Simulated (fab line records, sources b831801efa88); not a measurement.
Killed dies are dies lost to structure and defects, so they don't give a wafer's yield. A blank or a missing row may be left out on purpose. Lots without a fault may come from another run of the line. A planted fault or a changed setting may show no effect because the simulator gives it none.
A struck lot beside a sound one | flow sky130 | 18 steps out of a route of 708
Sound: wafers L843.1, L843.3, L843.6. Struck: wafers L832.1, L832.6. (L832.4 of the same lot was not struck and is left out.) The cause comes at the end.
At each step with rows: each side's tool, then ch and its chambers, then its first start. Under that, the readings that differ: sound wafers | struck wafers | difference of the means | sigmas: that difference in standard deviations of wafers without a fault.
alike: readings whose means differ by less than 2 such deviations, and words and numbers that are the same on both sides. not compared: withheld readings, readings that some wafer has no value for, bounds like >300 that may hide the same value, and numbers for which the record gives no deviation and whose values overlap.
The two part at a step that has a row with sigmas, a row that says differs or no value, or rows on one side only. Numbers that don't overlap but have no deviation are shown without sigmas and don't part them. A reading that every wafer of one side lacks parts them only if that side has two wafers or more.

first, 2 steps without rows for these wafers: SKY_CONTACT_PEB_12; SKY_CONTACT_DEVELOP_13 (develop time 60 s).
SKY_CONTACT_CD_MEAS_14: target cd 170 nm.
  sound on cd_sem-01, day 37 11:19; struck on cd_sem-02, day 34 03:07
  alike: cd_nm
SKY_CONTACT_OVL_MEAS_15:
  sound on overlay-01, day 37 11:26; struck on overlay-01, day 34 03:14
  alike: CONTACT_OVL
SKY_CONTACT_ETCH_16: etches BARC in N2/H2, stops on SiO2, time 43.99 s, target depth 60 nm.
  sound on rie_diel-01 ch 1,2, day 37 11:29; struck on rie_diel-01 ch 0, day 34 03:17
  alike: drypump_motor_current_A, oes_product_au, throttle_valve_pct
  not compared: rf_hours_counter_h
SKY_CONTACT_ETCH_17: etches SiO2 in C4F8/O2/Ar, stops on Si3N4, target depth 340 nm.
  sound on rie_diel-01 ch 1,2, day 37 11:31; struck on rie_diel-01 ch 0, day 34 03:19
  alike: oes_product_au
SKY_CONTACT_ETCH_18: etches Si3N4 in CHF3/O2, stops on TiN, time 39 s, target depth 75 nm.
  sound on rie_diel-01 ch 1,2; struck on rie_diel-01 ch 0
  alike: drypump_motor_current_A, oes_product_au, throttle_valve_pct
  not compared: rf_hours_counter_h
SKY_CONTACT_STRIP_19: strips in O2/N2.
  sound on plasma_asher-01 ch 0, day 37 11:37; struck on plasma_asher-04 ch 0,1, day 34 03:25
  alike: drypump_motor_current_A, oes_product_au, strip_time_to_endpoint_s
  not compared: rf_hours_counter_h
then, 4 steps without rows for these wafers: SKY_CONTACT_STRIP_20 (strips in post etch residue remover, time 1200 s); SKY_CONTACT_CLEAN_21 (cleans in IPA, time 180 s); SKY_CONTACT_CLEAN_22 (cleans in O3/DIW); SKY_CONTACT_SPUTTER_23 (material TiN, target thk 20 nm, time 80 s).
SKY_CONTACT_CVD_24: deposits W, target thk 340 nm, time 102.12 s.
  sound on cvd_w-02 ch 0,1, day 37 12:18; struck on cvd_w-02 ch 1, day 34 04:04
  reading                               | sound             | struck      | difference | sigmas
  model.W_of_CONTACT_CVD_24.thk_nm (nm) | 342.2 342.6 343.9 | 569.5 575.4 | +229.6     |
  alike: heater_power_w
SKY_CONTACT_RS_MEAS_25: measures by four-point-probe.
  sound on film_metro-04, day 37 12:25; struck on film_metro-01, day 34 04:11
  reading               | sound             | struck      | difference | sigmas
  CONTACT_W_RS (ohm/sq) | 0.335 0.334 0.334 | 0.201 0.199 | -0.134     | -30
SKY_CONTACT_THK_MEAS_26: measures by xrf.
  sound on film_metro-04, day 37 12:32; struck on film_metro-01, day 34 04:18
  reading            | sound       | struck | difference                    | sigmas
  CONTACT_W_THK (nm) | 340 340 341 | - -    | no value on the struck wafers |
SKY_CONTACT_CMP_27: polishes, stops on SiO2, t overpolish 15 s, target thk 0 nm.
  sound on cmp-01 ch 0,1,2, day 37 12:35; struck on cmp-02 ch 0,2, day 34 04:31
  reading                | sound    | struck  | difference | sigmas
  time_to_endpoint_s (s) | 92 91 93 | 137 137 | +45        | +12
  alike: motor_current_A
SKY_METAL1_SPUTTER_00: material Ti, target thk 15 nm, time 10 s.
  sound on pvd_sputter-02, day 37 12:53; struck on pvd_sputter-04, day 34 04:49
  alike: throttle_valve_pct
-- the record jumps here: 14 days lie between the struck wafers' starts before and after (it left off in module METAL1 and takes up again in module PAD_OPEN, whose first step shown is number 708 of the route) --
SKY_PAD_OPEN_PROBE_99:
  the record has rows for the struck wafers here (prober-02, day 47 18:45) and none for the sound ones

WHERE THEY PART
First at SKY_CONTACT_RS_MEAS_25; last, within this record, at SKY_PAD_OPEN_PROBE_99.

WHY: what the simulator had put in
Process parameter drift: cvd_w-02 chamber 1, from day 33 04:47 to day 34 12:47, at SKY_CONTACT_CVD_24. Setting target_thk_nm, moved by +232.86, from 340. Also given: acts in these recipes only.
